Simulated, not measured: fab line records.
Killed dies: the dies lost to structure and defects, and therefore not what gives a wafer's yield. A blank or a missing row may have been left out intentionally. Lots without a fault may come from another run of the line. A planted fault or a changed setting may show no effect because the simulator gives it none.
Which tool was responsible? | flow gf180mcu | 7 lots, 21 wafers sampled, at 4 steps of a route of 602

WHAT EACH GAUGE READ, for each wafer
GF_M2_OVL_MEAS_15.
lot  | measured     | on         | M2_OVL (nm)
L974 | day 21 05:45 | overlay-01 | 6 10 9
L977 | day 22 14:29 | overlay-02 | -5 -6 -7
L979 | day 23 04:51 | overlay-02 | 7 12 10
L986 | day 25 10:38 | overlay-02 | -2 -6 -8
L988 | day 26 02:23 | overlay-02 | -11 -5 -7
L990 | day 26 20:54 | overlay-01 | 0 10 4
L992 | day 27 02:43 | overlay-02 | 7 6 -2

TOOL THAT RAN EACH LOT (tool first, then ch and the chambers of the sampled wafers, then the start)
lot  | GF_SALICIDE_RTA_06               | GF_V1_SPUTTER_22             | GF_M2_SPUTTER_01
L974 | rtp anneal-02 ch 0, day 17 01:22 | pvd sputter-02, day 20 05:31 | pvd sputter-04, day 20 06:15
L977 | rtp anneal-02 ch 0, day 18 07:47 | pvd sputter-04, day 21 13:40 | pvd sputter-01, day 21 14:24
L979 | rtp anneal-01 ch 0, day 18 23:46 | pvd sputter-03, day 22 05:01 | pvd sputter-02, day 22 05:46
L986 | rtp anneal-01 ch 0, day 21 10:25 | pvd sputter-02, day 24 12:10 | pvd sputter-01, day 24 12:53
L988 | rtp anneal-01 ch 0, day 22 04:07 | pvd sputter-03, day 25 04:01 | pvd sputter-02, day 25 04:44
L990 | rtp anneal-02 ch 0, day 22 23:59 | pvd sputter-03, day 25 23:06 | pvd sputter-04, day 25 23:50
L992 | rtp anneal-02 ch 0, day 23 07:26 | pvd sputter-03, day 26 05:12 | pvd sputter-02, day 26 05:56
- GF_SALICIDE_RTA_06: time 30 s.
- GF_V1_SPUTTER_22: material TiN, target thk 10 nm, time 40 s.
- GF_M2_SPUTTER_01: material TiN, target thk 30 nm, time 25 s.

THE ANSWER, worked out from the rows above alone
Rule: what is usual is taken from the lots themselves. Put in order of their means at a reading, lots are off if they are a third of the lots or fewer, leave a main group of 4 or more, and stand apart from it by a gap of 3 or more times the standard deviation of the main group's means; of several such gaps the widest counts. If all means in a main group match to the digits the tables above print for the reading, that group is not used. Also off: a lot with no number at a reading for which 4 or more lots have one. The other lots that the step has rows for count as sound.
No lot is off at any reading shown: from this, nothing can be told.

WHAT THE SIMULATOR HAD PUT IN
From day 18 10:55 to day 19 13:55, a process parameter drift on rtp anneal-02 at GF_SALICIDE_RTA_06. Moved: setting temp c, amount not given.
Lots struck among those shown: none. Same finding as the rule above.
